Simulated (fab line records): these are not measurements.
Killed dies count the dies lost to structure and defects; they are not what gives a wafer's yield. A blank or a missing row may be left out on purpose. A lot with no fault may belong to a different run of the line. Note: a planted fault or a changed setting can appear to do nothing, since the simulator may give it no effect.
Comparing a struck lot with a sound one :: flow gf180mcu :: 14 out of 602 route steps
Sound: wafers L182.1, L182.2, L182.6. Wafers struck: L200.1, L200.2, L200.5. Last of all comes the cause.
Order at every step that has rows: each side's tool, ch and its chambers, its first start. Under that, the readings that differ: sound wafers :: struck wafers :: difference of the means :: sigmas: that difference in standard deviations of wafers without a fault.
alike: a reading whose means differ by less than 2 such deviations, as well as words and numbers matching on both sides. not compared: withheld readings; readings where some wafer has no value; bounds like >300 that might hide an equal value; numbers whose values overlap and for which the record gives no deviation.
A row with sigmas, a row that says differs or no value, or rows on one side alone: a step with any of these is where the two part. When numbers do not overlap yet have no deviation, they are printed without sigmas and do not part them. Lack of a reading on every wafer of one side parts them only where that side has two or more wafers.

GF_V2_THK_MEAS_01:
  sound on filmMetro-01, day 19 08:31; struck on filmMetro-03, day 25 16:18
  alike: V2_CVD_00_THK
GF_V2_CVD_02: deposits SiO2 from TEOS, target thk 850 nm, time 94.851 s.
  sound on pecvd-02 ch 1,2, day 19 08:35; struck on pecvd-04 ch 0,1,2, day 25 16:22
  alike: heaterPowerW
GF_V2_THK_MEAS_03:
  sound on filmMetro-04, day 19 08:39; struck on filmMetro-03, day 25 16:26
  alike: V2_CVD_02_THK
GF_V2_CMP_04: polishes SiO2.
  sound on cmp-01 ch 1,2, day 19 08:47; struck on cmp-01 ch 0,2, day 25 16:32
  alike: headPressurePsi, motorCurrentA, timeToEndpointS
GF_V2_BOW_MEAS_05:
  sound on filmMetro-01, day 19 09:05; struck on filmMetro-04, day 25 16:47
  alike: V2_BOW
then, 7 steps without rows for these wafers: GF_V2_DEHYDRATE_06 (time 60 s); GF_V2_HMDS_07 (prime time 60 s); GF_V2_COAT_08; GF_V2_COAT_09 (resist thk 1000 nm); GF_V2_SOFTBAKE_10 (time 60 s); GF_V2_EXPOSE_11 (exposes mask Via2, target cd 260 nm); GF_V2_PEB_12 (peb time 90 s).
GF_V2_DEVELOP_13: develop time 60 s.
  sound on lithoTrack-03 ch 0, day 20 09:19; struck on lithoTrack-02, day 26 13:50
  no value came back on the struck wafers for chillPlateTempC (C), developTimeS (s), developerTempC (C); on the sound wafers chillPlateTempC (C) reads 23.03 23.12 23.11
reading: model.KrF_of_V2_COAT_09.thkNm (nm)
sound: 986 985.6 984.8
struck: 990.9 997.1 990.2
difference: +7.3
sigmas: 
GF_V2_CD_MEAS_14: target cd 260 nm.
  sound on cdSem-01, day 20 09:28; struck on cdSem-02, day 26 13:59
reading: cdNm (nm)
sound: 258.4 258.2 258.5
struck: - - -
difference: no value on the struck wafers
sigmas: 

== WHERE THEY PART ==
At GF_V2_DEVELOP_13 first; at GF_V2_CD_MEAS_14 last (within this record only).

WHY: whatever the simulator had introduced
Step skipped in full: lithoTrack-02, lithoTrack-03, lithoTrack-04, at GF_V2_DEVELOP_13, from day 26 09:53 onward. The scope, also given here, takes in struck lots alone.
